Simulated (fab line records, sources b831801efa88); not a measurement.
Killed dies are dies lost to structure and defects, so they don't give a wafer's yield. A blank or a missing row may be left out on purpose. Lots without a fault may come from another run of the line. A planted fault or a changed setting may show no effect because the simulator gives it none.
Problem report in the 8D (eight disciplines) form, filled by code | flow sky130 | the parts of the form that need people (team, actions taken, sign-off) are left out

1. THE PROBLEM
cathode_dc_power_W at SKY_METAL1_SPUTTER_01 reads a mean of 8745.0 W on 6 wafers of 2 lots; wafers without a fault read 6499.9 W with a standard deviation of 1.1. That is +99 or more standard deviations from the usual mean.
The step: material TiN, target thk 20 nm, time 16.7 s.
First seen on wafer L448.2, day 32 17:08, on pvd_sputter-01. The record holds 36 wafers of 12 lots with a number at this step. Rule for "out", or "out of limits": more than 4 standard deviations from the usual mean. The other wafers with a number count as sound.

2. WHAT IT IS AND WHAT IT IS NOT
question                    | is                     | is not
which readings at this step | cathode_dc_power_W     | throttle_valve_pct
which lots                  | L448, L449             | L446, L450, L451, L460, L461, L463, L464, L465, L467, L468
which wafers of those lots  | all that have a number | -
read on which tools         | pvd_sputter-01         | pvd_sputter-02, pvd_sputter-04
when                        | from day 32 17:08      | up to then (3 sound wafers); but 27 sound wafers of L450, L451, L460, L461, L463, L464, L465, L467, L468 came after

3. SUSPECTS, AND WHAT RULES EACH OUT
Counting: a tool at a process step up to the reading stays a suspect if it ran every lot that is out and no sound lot after the first of them.
- pvd_sputter-01 at SKY_METAL1_SPUTTER_01 (material TiN, target thk 20 nm, time 16.7 s): ruled out as a lasting fault. Sound lots L463, L464, L465 ran on it after its first lot that is out, L448 (day 32 17:08).
Left after counting: nothing in the record.

4. THE CAUSE (what the simulator had put in)
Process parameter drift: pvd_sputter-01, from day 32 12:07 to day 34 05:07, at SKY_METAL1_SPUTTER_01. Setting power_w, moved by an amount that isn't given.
Counting ruled it out, wrongly.

5. THE CHAIN OF EFFECTS, in route order
Each row: a reading whose mean over the struck wafers that have a number lies more than 3 standard deviations from the usual. Only readings for which the record gives a usual standard deviation are gone through. hours: the time from each lot's start at the first step in this table that gives one to its start at this step, as a median over the lots. sigmas: the change in usual standard deviations.
hours | step                  | reading            | usual    | on struck wafers | change  | sigmas
0     | SKY_METAL1_SPUTTER_01 | cathode_dc_power_W | 6499.9 W | 8745.0           | +2245.1 | +99 or more
The process steps in it:
- SKY_METAL1_SPUTTER_01: material TiN, target thk 20 nm, time 16.7 s.

6. WHAT WOULD HAVE CAUGHT IT SOONER
In this record the first reading out of limits was taken at day 32 17:08, 5 hours after the fault began at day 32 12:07.
